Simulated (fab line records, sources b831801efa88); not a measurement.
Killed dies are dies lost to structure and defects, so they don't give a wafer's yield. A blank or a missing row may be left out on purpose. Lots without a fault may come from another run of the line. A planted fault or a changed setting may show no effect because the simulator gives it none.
fab line records | flow sky130
record lots=7 wafers=21 last_day=49
route steps=708 shown FIELD_ISO@5 PAD_OPEN@708
lots that met no fault: from a run of the same line without faults
start_h: hours from the record's first day to the start of the lot's first wafer shown | wait_h: hours since the lot's step before | " the same as in the row above | L1.1+2: a row that stands for several wafers | - no value, or no start given | * or withheld: withheld | < > ~ a bound
route shown NAME@n: a module of which the file shows steps, and the number in the route of the first | usual: mean/standard deviation of fault-free wafers | same: alike in all rows | chamber/n: place in a boat | sites: the reading at each site | _std_site: their standard deviation | _edge_site: outer sites' mean less inner sites' | radius_mm: how far each site lies from the wafer's centre | mask NAME#n: copy n | behind: the tool/chamber that last shaped the wafer | hold: why the lot was held/for how many hours/how that ended | device: the transistor (n, p or np) that didn't switch | end of line: the same wafers' tests at the end of the route | a step without rows: its recipe alone | killed: dies lost to structure and defects at the first sort, not the wafer's yield | map: a wafer's dies, x killed, . not, _ none there
set.NAME: the setting as run; set.NAME@STEP: as run at that earlier step | model.NAME: the simulator's own value behind a step, which no gauge read
lots at some steps of the route; a table a step, a row a wafer
services: from which hour (start_h, from the record's first day; less than 0 if before it) a tool's chamber was out of use, for how many hours, and why
## steps
# step SKY_FIELD_ISO_THK_MEAS_04
# recipe reads=Si3N4_of_FIELD_ISO_CVD_03
# usual FIELD_ISO_CVD_03_THK=164.5/1.6
# columns lot.wafer tool chamber start_h wait_h FIELD_ISO_CVD_03_THK[nm]
L786.2 film_metro-04 - 28.49 0.0 167.3
L786.3 " - " " 166.6
L786.5 " - " " 167.6
L791.1 film_metro-01 - 53.93 0.0 162.6
L791.2 " - " " 162.3
L791.4 " - " " 164.8
L792.3 film_metro-04 - 58.50 0.0 166.7
L792.4 " - " " 167.3
L792.6 " - " " 167.1
L793.1 film_metro-01 - 64.01 0.0 164.2
L793.3 " - " " 164.6
L793.5 " - " " 164.3
L796.4 film_metro-01 - 79.44 0.0 164.5
L796.5 " - " " 163.6
L796.6 " - " " 164.6
L800.1 film_metro-01 - 98.48 0.0 166.3
L800.3 " - " " 166.6
L800.5 " - " " 166.3
L801.2 film_metro-02 - 106.16 0.0 163.8
L801.3 " - " " 165.4
L801.6 " - " " 164.5
# step SKY_FIELD_ISO_DEHYDRATE_05
# recipe temp_c=200 time_s=60
# step SKY_FIELD_ISO_HMDS_06
# recipe prime_time_s=60 prime_temp_c=120
# step SKY_FIELD_ISO_COAT_07
# recipe resist=BARC temp_c=withheld time_s=withheld spin_rpm=3000 resist_thk_nm=60
# step SKY_FIELD_ISO_COAT_08
# recipe resist=KrF-thick spin_rpm=3000 resist_thk_nm=450
# step SKY_FIELD_ISO_SOFTBAKE_09
# recipe temp_c=100 time_s=90 resist=KrF-thick
# step SKY_FIELD_ISO_EXPOSE_10
# recipe mask_id=FOM na=0.68 source_shape=annular sigma_inner=0.4 sigma_outer=0.8 target_cd_nm=150 dose_mj=28
# step SKY_FIELD_ISO_PEB_11
# recipe peb_temp_c=withheld peb_time_s=withheld resist=KrF-thick
# step SKY_FIELD_ISO_DEVELOP_12
# recipe develop_time_s=60 resist=KrF-thick dev_temp_c=21
# step SKY_FIELD_ISO_CD_MEAS_13
# recipe target_cd_nm=150
# usual cd_nm=149.9/1.2
# columns lot.wafer tool chamber start_h wait_h cd_nm
L786.2 cd_sem-02 - 43.90 - 150.4
L786.3 " - " " 150.9
L786.5 " - " " 152.3
L791.1 cd_sem-01 - 70.21 - 148.8
L791.2 " - " " 149.9
L791.4 " - " " 149.9
L792.3 cd_sem-01 - 74.82 - 150.9
L792.4 " - " " 149.5
L792.6 " - " " 149.1
L793.1 cd_sem-01 - 79.78 - 151.9
L793.3 " - " " 151.1
L793.5 " - " " 150.5
L796.4 cd_sem-01 - 95.47 - 153.4
L796.5 " - " " 151.8
L796.6 " - " " 151.5
L800.1 cd_sem-02 - 116.19 - 150.4
L800.3 " - " " 149.0
L800.5 " - " " 150.3
L801.2 cd_sem-01 - 124.23 - 148.8
L801.3 " - " " 149.7
L801.6 " - " " 149.6
# step SKY_FIELD_ISO_ETCH_14
# recipe chemistry=N2/H2 target=BARC ion_energy_ev=200 source_w=500 bias_w=100 pressure_mtorr=30 n2_flow_sccm=100 h2_flow_sccm=200 stop_on=SiO2 time_s=45.9 target_depth_a=600
# usual drypump_motor_current_A=5.7/0.34 oes_product_au=0.854/0.0047 throttle_valve_pct=13.226/0.0098
# columns lot.wafer tool chamber start_h wait_h drypump_motor_current_A oes_product_au rf_hours_counter_h throttle_valve_pct
L786.2 rie_diel-04 3 44.00 0.1 5.8 0.854 59 13.224
L786.3 " 0 " " 5.6 0.851 61 13.229
L786.5 " 0 " " 5.6 0.852 - 13.233
L791.1 rie_diel-04 0 70.33 0.1 5.6 0.863 61 13.233
L791.2 " 3 " " 5.8 0.850 60 13.219
L791.4 " 2 " " 6.0 0.856 59 13.235
L792.3 rie_diel-01 3 74.90 0.1 6.0 0.857 6 13.220
L792.4 " 0 " " 5.6 0.853 22 13.240
L792.6 " 1 " " 5.4 0.843 - 13.224
L793.1 rie_diel-01 3 79.90 0.1 5.9 0.850 6 13.237
L793.3 " 1 " " 5.4 0.857 33 13.224
L793.5 " 1 " " 5.4 0.856 - 13.225
L796.4 rie_diel-03 1 95.55 0.1 5.2 0.846 - 13.225
L796.5 " 2 " " 6.3 0.849 - 13.230
L796.6 " 3 " " 5.1 0.854 - 13.220
L800.1 rie_diel-03 3 116.31 0.1 5.1 0.855 98 13.235
L800.3 " 2 " " 6.3 0.856 128 13.226
L800.5 " 0 " " 5.6 0.858 - 13.212
L801.2 rie_diel-01 2 124.33 0.1 5.9 0.857 121 13.240
L801.3 " 3 " " 6.0 0.854 7 13.237
L801.6 " 3 " " 6.0 0.850 - 13.222
# step SKY_FIELD_ISO_ETCH_15
# recipe chemistry=CHF3/O2 target_depth_nm=180 stop_on=Si source_w=600 bias_w=200 pressure_mtorr=40 chf3_flow_sccm=50 O2_flow_sccm=5 time_s=72
# usual O2_flow_sccm=4.997/0.014 chf3_flow_sccm=50.02/0.15 drypump_motor_current_A=5.7/0.34 oes_product_au=0.944/0.0076 throttle_valve_pct=8.842/0.0092
# columns lot.wafer tool chamber start_h wait_h O2_flow_sccm chf3_flow_sccm drypump_motor_current_A oes_product_au rf_hours_counter_h throttle_valve_pct
L786.2 rie_diel-04 3 44.04 0.0 4.997 50.20 5.8 0.961 59 8.841
L786.3 " 0 " " 4.999 50.13 5.6 0.942 61 8.841
L786.5 " 0 " " 4.996 50.11 5.5 0.956 - 8.843
L791.1 rie_diel-04 0 70.37 0.0 5.008 50.19 5.6 0.936 61 8.835
L791.2 " 3 " " 4.967 49.90 5.8 0.943 60 8.851
L791.4 " 2 " " 4.999 50.12 6.0 0.947 59 8.838
L792.3 rie_diel-01 3 74.94 0.0 5.002 50.20 6.0 0.956 6 8.866
L792.4 " 0 " " 5.002 50.25 5.6 0.958 22 8.837
L792.6 " 1 " " 4.981 49.94 5.4 0.953 - 8.856
L793.1 rie_diel-01 3 79.94 0.0 4.996 49.80 5.9 0.936 6 8.833
L793.3 " 1 " " 5.004 50.05 5.4 0.941 33 8.828
L793.5 " 1 " " 5.004 50.25 5.4 0.941 - 8.835
L796.4 rie_diel-03 1 95.60 0.0 5.004 49.96 5.2 0.944 - 8.841
L796.5 " 2 " " 5.007 50.12 6.3 0.945 - 8.829
L796.6 " 3 " " 5.017 49.91 5.1 0.940 - 8.843
L800.1 rie_diel-03 3 116.35 0.0 4.991 49.91 5.1 0.950 98 8.841
L800.3 " 2 " " 5.003 49.79 6.3 0.948 128 8.834
L800.5 " 0 " " 5.018 50.01 5.6 0.952 - 8.865
L801.2 rie_diel-01 2 124.37 0.0 4.986 49.86 5.9 0.944 121 8.845
L801.3 " 3 " " 5.001 50.00 5.9 0.942 7 8.847
L801.6 " 3 " " 4.975 49.94 5.9 0.946 - 8.840
# step SKY_FIELD_ISO_STRIP_16
# recipe chemistry=O2/N2 power_w=1400 pressure_mtorr=1500 platen_temp_c=withheld o2_flow_sccm=3000 n2_flow_sccm=300 overash_fraction=0.5
# usual chamber_pressure_mTorr=1500.2/1.5 drypump_motor_current_A=5.8/0.43 oes_product_au=0.378/0.0048 strip_time_to_endpoint_s=3.55/0.062
# columns lot.wafer tool chamber start_h wait_h chamber_pressure_mTorr drypump_motor_current_A oes_product_au rf_hours_counter_h strip_time_to_endpoint_s model.KrF-thick_of_FIELD_ISO_COAT_08.thk_nm
L786.2 plasma_asher-04 0 44.10 0.0 1501.6 6.6 0.373 40 3.62 0
L786.3 " 0 " " 1500.5 6.6 0.375 - 3.52 0
L786.5 " 0 " " 1499.9 6.6 0.373 - 3.51 0
L791.1 plasma_asher-03 1 70.43 0.0 - - - - - 236
L791.2 " 0 " " - - - - - 241.6
L791.4 " 0 " " - - - - - 247.7
L792.3 plasma_asher-04 0 75.03 0.1 - - - - - 238.4
L792.4 " 1 " " - - - - - 229.1
L792.6 " 1 " " - - - - - 233.3
L793.1 plasma_asher-01 0 80.00 0.0 - - - - - 235.7
L793.3 " 0 " " - - - - - 231.5
L793.5 " 1 " " - - - - - 230.1
L796.4 plasma_asher-01 1 95.66 0.0 1501.4 5.7 0.383 - 3.65 0
L796.5 " 0 " " 1501.5 6.1 0.391 - 3.56 0
L796.6 " 1 " " 1500.8 5.7 0.385 - 3.50 0
L800.1 plasma_asher-01 0 116.41 0.0 1497.1 6.1 0.382 45 3.52 0
L800.3 " 1 " " 1499.7 5.7 0.377 - 3.52 0
L800.5 " 0 " " 1503.2 6.1 0.376 - 3.57 0
L801.2 plasma_asher-01 1 124.43 0.0 1500.6 5.7 0.373 46 3.48 0
L801.3 " 0 " " 1500.1 6.1 0.373 - 3.58 0
L801.6 " 1 " " 1500.8 5.7 0.383 - 3.55 0
# step SKY_FIELD_ISO_ETCH_17
# recipe target_depth_a=3420 mask_material=Si3N4 chemistry=HBr/Cl2/O2 target=Si taper_deg=5 icp_w=600 bias_w=150 pressure_mtorr=15 HBr_flow_sccm=150 Cl2_flow_sccm=40 O2_flow_sccm=6 time_s=97.7
# usual O2_flow_sccm=6.002/0.016 drypump_motor_current_A=6.03/0.29 mfc_cl2_sccm=40.01/0.12 oes_product_au=1.012/0.018 throttle_valve_pct=25.649/0.014
# columns lot.wafer tool chamber start_h wait_h O2_flow_sccm drypump_motor_current_A mfc_cl2_sccm oes_product_au rf_hours_counter_h throttle_valve_pct model.KrF-thick_of_FIELD_ISO_COAT_08.thk_nm
L786.2 rie_si-02 3 44.20 0.1 5.991 5.52 39.95 0.993 2 25.659 0
L786.3 " 0 " " 6.016 6.41 39.94 0.992 130 25.651 0
L786.5 " 0 " " 6.034 6.39 40.09 0.986 - 25.653 0
L791.1 rie_si-01 1 70.53 0.1 5.988 6.14 39.84 1.012 128 25.643 119
L791.2 " 0 " " 6.028 5.90 39.93 1.048 4 25.612 120.1
L791.4 " 3 " " 6.000 5.76 39.81 1.028 140 25.636 130.4
L792.3 rie_si-01 1 75.10 0.0 6.000 6.13 40.02 1.013 128 25.637 122.7
L792.4 " 0 " " 6.002 5.88 39.98 1.041 4 25.626 108
L792.6 " 2 " " 5.999 6.00 39.89 1.001 - 25.662 119.4
L793.1 rie_si-01 0 80.10 0.1 5.998 5.84 40.00 1.052 4 25.643 113.5
L793.3 " 2 " " 6.001 6.05 39.92 1.000 92 25.655 118.1
L793.5 " 0 " " 6.001 5.84 39.93 1.038 - 25.624 109.5
L796.4 rie_si-01 2 95.73 0.0 6.009 6.03 40.04 1.007 92 25.640 0
L796.5 " 1 " " 5.987 6.13 40.06 1.023 - 25.655 0
L796.6 " 0 " " 5.998 5.87 39.85 1.048 - 25.618 0
L800.1 rie_si-01 1 116.51 0.1 6.000 6.11 39.93 1.024 129 25.623 0
L800.3 " 0 " " 6.007 5.88 40.13 1.041 4 25.635 0
L800.5 " 3 " " 6.002 5.76 39.84 1.023 - 25.651 0
L801.2 rie_si-02 1 124.53 0.1 6.004 6.09 39.99 1.016 126 25.656 0
L801.3 " 3 " " 5.975 5.53 40.00 0.994 3 25.666 0
L801.6 " 0 " " 6.002 6.50 40.15 0.981 - 25.676 0
# step SKY_FIELD_ISO_WET_ETCH_18
# recipe chemistry=H3PO4 target_depth_nm=25 temp_c=160 target=Si3N4 time_s=286
# step SKY_PAD_OPEN_PROBE_99
# usual killed_at_M0_to_M3=43/6.7 killed_at_M4_up=3.1/1.9 killed_at_contacts=25/5 killed_at_front_end=15/4 killed_at_other=0.4/0.69 killed_dies=87/9.2 killed_on_rim=17/3.6 killed_open=46/7.1 killed_short=40/6.8
# same gross_dies=492 killed_at_back_side=0
# columns lot.wafer tool chamber start_h wait_h killed_at_M0_to_M3 killed_at_M4_up killed_at_contacts killed_at_front_end killed_at_other killed_dies killed_on_rim killed_open killed_short
L786.2 prober-01 - 1101.84 0.1 33 2 30 12 0 77 12 38 37
L786.3 prober-01 - 1101.89 0.2 48 1 23 7 0 79 16 37 42
L786.5 prober-01 - 1101.99 0.2 47 2 22 15 0 86 18 39 47
L791.1 prober-01 - 1126.96 0.1 39 3 17 432 1 492 96 40 34
L791.2 prober-01 - 1127.01 0.1 33 2 25 432 0 492 96 37 35
L791.4 prober-01 - 1127.11 0.2 32 2 22 436 0 492 96 33 36
L792.3 prober-02 - 1129.61 0.2 46 2 27 417 0 492 96 53 35
L792.4 prober-02 - 1129.66 0.2 47 3 22 420 0 492 96 49 31
L792.6 prober-02 - 1129.76 0.2 44 2 35 411 0 492 96 54 45
L793.1 prober-01 - 1141.32 0.1 53 2 22 415 0 492 96 56 37
L793.3 prober-01 - 1141.42 0.2 45 4 21 422 0 492 96 40 46
L793.5 prober-01 - 1141.52 0.2 51 4 12 424 1 492 96 51 35
L796.4 prober-01 - 1156.09 0.2 46 2 34 12 0 94 15 58 36
L796.5 prober-01 - 1156.14 0.2 59 3 17 13 0 92 16 58 33
L796.6 prober-01 - 1156.19 0.2 41 4 20 16 0 81 17 36 44
# killed by level:class
L786.2 CONTACT:geometric_particle:open=10 LOCAL_INTERCONNECT:geometric_particle:short=8 LI_CONTACT:geometric_particle:open=7 METAL1:geometric_particle:short=5 VIA3:geometric_particle:open=4 METAL2:geometric_particle:short=4 VIA2:geometric_particle:open=4 FIELD_ISO:geometric_particle:short=3
L786.3 VIA1:geometric_particle:open=9 LI_CONTACT:geometric_particle:open=8 VIA2:geometric_particle:open=7 CONTACT:geometric_particle:short=6 METAL1:geometric_particle:short=6 VIA1:geometric_particle:short=6 VIA2:geometric_particle:short=5 CONTACT:geometric_particle:open=5
L786.5 CONTACT:geometric_particle:open=11 METAL1:geometric_particle:short=8 METAL2:geometric_particle:short=8 VIA1:geometric_particle:short=7 VIA2:geometric_particle:open=5 FIELD_ISO:geometric_particle:open=4 FIELD_ISO:geometric_particle:short=4 POLY_GATE:geometric_particle:short=4
L791.1 FIELD_ISO:area_oxidation=418 VIA1:geometric_particle:open=12 METAL1:geometric_particle:short=7 LI_CONTACT:geometric_particle:short=5 LI_CONTACT:geometric_particle:open=5 CONTACT:geometric_particle:open=5 FIELD_ISO:geometric_particle:open=4 POLY_GATE:geometric_particle:open=4
L791.2 FIELD_ISO:area_oxidation=420 CONTACT:geometric_particle:open=8 VIA1:geometric_particle:open=8 METAL1:geometric_particle:short=7 CONTACT:geometric_particle:short=6 VIA2:geometric_particle:open=5 LI_CONTACT:geometric_particle:open=4 METAL2:geometric_particle:short=4
L791.4 FIELD_ISO:area_oxidation=423 LI_CONTACT:geometric_particle:open=7 CONTACT:geometric_particle:short=6 VIA1:geometric_particle:open=6 METAL2:geometric_particle:short=5 CONTACT:geometric_particle:open=5 METAL1:geometric_particle:short=5 VIA1:geometric_particle:short=5
L792.3 FIELD_ISO:area_oxidation=404 CONTACT:geometric_particle:open=14 VIA1:geometric_particle:open=13 METAL1:geometric_particle:short=9 VIA2:geometric_particle:open=7 LI_CONTACT:geometric_particle:open=5 VIA3:geometric_particle:short=5 LOCAL_INTERCONNECT:geometric_particle:short=4
L792.4 FIELD_ISO:area_oxidation=411 VIA1:geometric_particle:open=10 VIA2:geometric_particle:open=10 VIA1:geometric_particle:short=7 LI_CONTACT:geometric_particle:open=5 CONTACT:geometric_particle:short=5 CONTACT:geometric_particle:open=5 POLY_GATE:geometric_particle:open=4
L792.6 FIELD_ISO:area_oxidation=393 CONTACT:geometric_particle:open=13 VIA1:geometric_particle:open=12 LOCAL_INTERCONNECT:geometric_particle:short=9 LI_CONTACT:geometric_particle:open=7 VIA1:geometric_particle:short=7 FIELD_ISO:geometric_particle:short=6 METAL1:geometric_particle:short=6
L793.1 FIELD_ISO:area_oxidation=398 VIA1:geometric_particle:open=16 VIA3:geometric_particle:open=9 CONTACT:geometric_particle:open=7 VIA3:geometric_particle:short=6 VIA1:geometric_particle:short=5 FIELD_ISO:geometric_particle:short=4 FIELD_ISO:geometric_particle:open=4
L793.3 FIELD_ISO:area_oxidation=405 VIA3:geometric_particle:open=8 METAL1:geometric_particle:short=7 CONTACT:geometric_particle:open=6 VIA1:geometric_particle:short=5 POLY_GATE:geometric_particle:short=5 LI_CONTACT:geometric_particle:open=5 LOCAL_INTERCONNECT:geometric_particle:short=5
L793.5 FIELD_ISO:area_oxidation=404 VIA1:geometric_particle:open=15 VIA3:geometric_particle:open=10 METAL1:geometric_particle:short=7 VIA1:geometric_particle:short=7 CONTACT:geometric_particle:open=6 LI_CONTACT:geometric_particle:open=4 VIA2:geometric_particle:open=4
L796.4 CONTACT:geometric_particle:open=16 VIA1:geometric_particle:open=13 VIA2:geometric_particle:open=7 LI_CONTACT:geometric_particle:open=6 CONTACT:geometric_particle:short=6 METAL2:geometric_particle:short=5 VIA3:geometric_particle:open=5 FIELD_ISO:geometric_particle:short=4
L796.5 VIA1:geometric_particle:open=14 VIA2:geometric_particle:open=10 VIA3:geometric_particle:open=9 METAL2:geometric_particle:short=6 LI_CONTACT:geometric_particle:open=6 CONTACT:geometric_particle:open=6 METAL1:geometric_particle:short=6 VIA1:geometric_particle:short=5
L796.6 VIA1:geometric_particle:short=7 VIA3:geometric_particle:open=6 LOCAL_INTERCONNECT:geometric_particle:short=6 CONTACT:geometric_particle:open=6 METAL1:geometric_particle:short=6 FIELD_ISO:geometric_particle:open=5 METAL2:geometric_particle:short=5 VIA2:geometric_particle:open=5
# map L791.1 (x killed, . not)
__________xxxxxxxxxx_________
________xxxxxxxxxxxxxx_______
______xxxxxxxxxxxxxxxxxx_____
_____xxxxxxxxxxxxxxxxxxxx____
____xxxxxxxxxxxxxxxxxxxxxx___
___xxxxxxxxxxxxxxxxxxxxxxxx__
__xxxxxxxxxxxxxxxxxxxxxxxxxx_
_xxxxxxxxxxxxxxxxxxxxxxxxxxxx
_xxxxxxxxxxxxxxxxxxxxxxxxxxxx
_xxxxxxxxxxxxxxxxxxxxxxxxxxxx
_xxxxxxxxxxxxxxxxxxxxxxxxxxxx
_xxxxxxxxxxxxxxxxxxxxxxxxxxxx
_xxxxxxxxxxxxxxxxxxxxxxxxxxxx
_xxxxxxxxxxxxxxxxxxxxxxxxxxxx
_xxxxxxxxxxxxxxxxxxxxxxxxxxxx
__xxxxxxxxxxxxxxxxxxxxxxxxxx_
___xxxxxxxxxxxxxxxxxxxxxxxx__
____xxxxxxxxxxxxxxxxxxxxxx___
_____xxxxxxxxxxxxxxxxxxxx____
______xxxxxxxxxxxxxxxxxx_____
________xxxxxxxxxxxxxx_______
__________xxxxxxxxxx_________
# map L792.3 (x killed, . not)
__________xxxxxxxxxx_________
________xxxxxxxxxxxxxx_______
______xxxxxxxxxxxxxxxxxx_____
_____xxxxxxxxxxxxxxxxxxxx____
____xxxxxxxxxxxxxxxxxxxxxx___
___xxxxxxxxxxxxxxxxxxxxxxxx__
__xxxxxxxxxxxxxxxxxxxxxxxxxx_
_xxxxxxxxxxxxxxxxxxxxxxxxxxxx
_xxxxxxxxxxxxxxxxxxxxxxxxxxxx
_xxxxxxxxxxxxxxxxxxxxxxxxxxxx
_xxxxxxxxxxxxxxxxxxxxxxxxxxxx
_xxxxxxxxxxxxxxxxxxxxxxxxxxxx
_xxxxxxxxxxxxxxxxxxxxxxxxxxxx
_xxxxxxxxxxxxxxxxxxxxxxxxxxxx
_xxxxxxxxxxxxxxxxxxxxxxxxxxxx
__xxxxxxxxxxxxxxxxxxxxxxxxxx_
___xxxxxxxxxxxxxxxxxxxxxxxx__
____xxxxxxxxxxxxxxxxxxxxxx___
_____xxxxxxxxxxxxxxxxxxxx____
______xxxxxxxxxxxxxxxxxx_____
________xxxxxxxxxxxxxx_______
__________xxxxxxxxxx_________
## services
# columns tool chamber start_h hours kind
plasma_asher-03 - 28.47 3.5 repair
plasma_asher-03 - 31.02 20.3 repair
rie_diel-04 1 31.66 - clean
rie_diel-04 1 31.66 17.2 scheduled_down
rie_diel-04 1 31.66 17.2 vent_cycle
plasma_asher-03 - 35.24 1.2 repair
plasma_asher-03 - 38.38 3.4 repair
rie_si-01 - 51.45 2.8 pm
rie_si-01 - 65.77 3.4 repair
rie_si-02 1 66.59 5.6 repair
rie_diel-03 0 80.88 - clean
rie_diel-03 0 80.88 21.5 scheduled_down
rie_diel-03 0 80.88 21.5 vent_cycle
rie_diel-01 2 83.76 2.2 repair
rie_diel-04 - 92.48 14.6 pm
rie_diel-01 0 94.65 4.2 repair
rie_si-01 0 99.73 8.0 repair
plasma_asher-04 - 108.75 9.0 pm
plasma_asher-04 0 108.75 9.0 vent_cycle
plasma_asher-04 1 108.75 9.0 vent_cycle
rie_diel-03 1 113.05 15.0 repair
plasma_asher-04 0 117.75 - clean
plasma_asher-04 1 117.75 - clean
rie_diel-04 - 121.83 32.0 repair
## key
first_sign step=SKY_FIELD_ISO_STRIP_16 reading=tool_record direction=missing
effect step=SKY_PAD_OPEN_PROBE_99 reading=killed_at_front_end direction=up sigmas=99+ usual=15 struck=423
model_effect step=SKY_FIELD_ISO_STRIP_16 value=KrF-thick_of_FIELD_ISO_COAT_08.thk_nm without=0 struck=235.9
model_effect step=SKY_FIELD_ISO_ETCH_17 value=KrF-thick_of_FIELD_ISO_COAT_08.thk_nm without=0 struck=117.8
more_kills_born_at SKY_FIELD_ISO_OXIDATION_22@furnace-02=2468 SKY_FIELD_ISO_OXIDATION_22@furnace-01=1208
met_at SKY_FIELD_ISO_STRIP_16
struck_wafers L791.1,L791.2,L791.4,L792.3,L792.4,L792.6,L793.1,L793.3,L793.5
later_rows_left_out L791.1,L791.2,L791.4,L792.3,L792.4,L792.6,L793.1,L793.3,L793.5
tester_left_out L791,L792,L793
onset_between 44.10 70.43
fault kind=skipped_step_whole tool=plasma_asher-01,plasma_asher-03,plasma_asher-04 chamber=- onset_h=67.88 steps=SKY_FIELD_ISO_STRIP_16 scope=struck_lots_only
# tester_left_out: of these lots the tester's yield and bins aren't shown, on N5 and GAA mostly nor the transistor test; their killed dies are dies lost to structure and defects alone, not to doping, threshold or leakage, so they don't give the yield
# later_rows_left_out: the simulator's readings of these wafers behind a module that went badly wrong aren't trusted and aren't shown, but for the sort
